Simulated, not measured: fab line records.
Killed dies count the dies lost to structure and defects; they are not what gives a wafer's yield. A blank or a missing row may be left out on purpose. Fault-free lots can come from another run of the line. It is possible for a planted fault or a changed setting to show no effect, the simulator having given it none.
Chamber matching / flow sky130 / SKY_VIA2_CMP_24 on cmp-01 has 4 sister chambers
The step polishes, stops on SiO2, t overpolish 20 s, target thk 0 nm. 8 wafers are shown with their chamber, then 12 later ones without.

WAFERS PAIRED WITH THEIR CHAMBERS
wafer=L084.3; chamber=1; motorCurrentA (A)=9.9; timeToEndpointS (s)=97
wafer=L081.1; chamber=1; motorCurrentA (A)=10.1; timeToEndpointS (s)=98
wafer=L089.1; chamber=0; motorCurrentA (A)=10.5; timeToEndpointS (s)=104
wafer=L089.3; chamber=2; motorCurrentA (A)=14.0; timeToEndpointS (s)=99
wafer=L089.6; chamber=3; motorCurrentA (A)=10.6; timeToEndpointS (s)=98
wafer=L091.1; chamber=0; motorCurrentA (A)=10.5; timeToEndpointS (s)=106
wafer=L091.3; chamber=3; motorCurrentA (A)=11.1; timeToEndpointS (s)=101
wafer=L091.4; chamber=2; motorCurrentA (A)=13.5; timeToEndpointS (s)=102

WAFERS WITHOUT THEIR CHAMBER
wafer=L092.3; motorCurrentA (A)=13.8; timeToEndpointS (s)=97
wafer=L092.4; motorCurrentA (A)=10.0; timeToEndpointS (s)=98
wafer=L092.6; motorCurrentA (A)=11.1; timeToEndpointS (s)=95
wafer=L093.1; motorCurrentA (A)=9.9; timeToEndpointS (s)=99
wafer=L093.2; motorCurrentA (A)=11.3; timeToEndpointS (s)=99
wafer=L093.5; motorCurrentA (A)=9.6; timeToEndpointS (s)=95
wafer=L094.4; motorCurrentA (A)=11.6; timeToEndpointS (s)=101
wafer=L094.5; motorCurrentA (A)=10.9; timeToEndpointS (s)=99
wafer=L094.6; motorCurrentA (A)=10.0; timeToEndpointS (s)=107
wafer=L096.2; motorCurrentA (A)=11.5; timeToEndpointS (s)=101
wafer=L096.3; motorCurrentA (A)=10.4; timeToEndpointS (s)=105
wafer=L096.6; motorCurrentA (A)=10.0; timeToEndpointS (s)=102

WHICH CHAMBER EACH ONE RAN IN
wafer=L092.3; from the rows above=2; in truth=2
wafer=L092.4; from the rows above=1; in truth=1
wafer=L092.6; from the rows above=can't be placed: 3 or 1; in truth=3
wafer=L093.1; from the rows above=1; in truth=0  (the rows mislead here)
wafer=L093.2; from the rows above=3; in truth=3
wafer=L093.5; from the rows above=1; in truth=1
wafer=L094.4; from the rows above=can't be placed: 3 or 0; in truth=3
wafer=L094.5; from the rows above=3; in truth=3
wafer=L094.6; from the rows above=0; in truth=0
wafer=L096.2; from the rows above=can't be placed: 3 or 0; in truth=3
wafer=L096.3; from the rows above=0; in truth=0
wafer=L096.6; from the rows above=can't be placed: 0 or 1 or 3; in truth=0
7 of 12 placed correctly. From these rows, 4 cannot be placed; in 4 the true chamber is one of the candidates. Placed wrongly: 1.
How it was worked out, from the rows above alone: a wafer's distance from a chamber is the root of the sum, over the readings, of the square of ((its reading less the chamber's mean) divided by the reading's scatter). The wafer belongs to the nearest chamber; if the next one is less than 2 further off, it can't be placed. Each chamber's mean is taken over the wafers shown for it. The scatter: take each reading less its chamber's mean, square it, sum over the shown wafers, divide by the number of wafers less the number of chambers, and take the root.
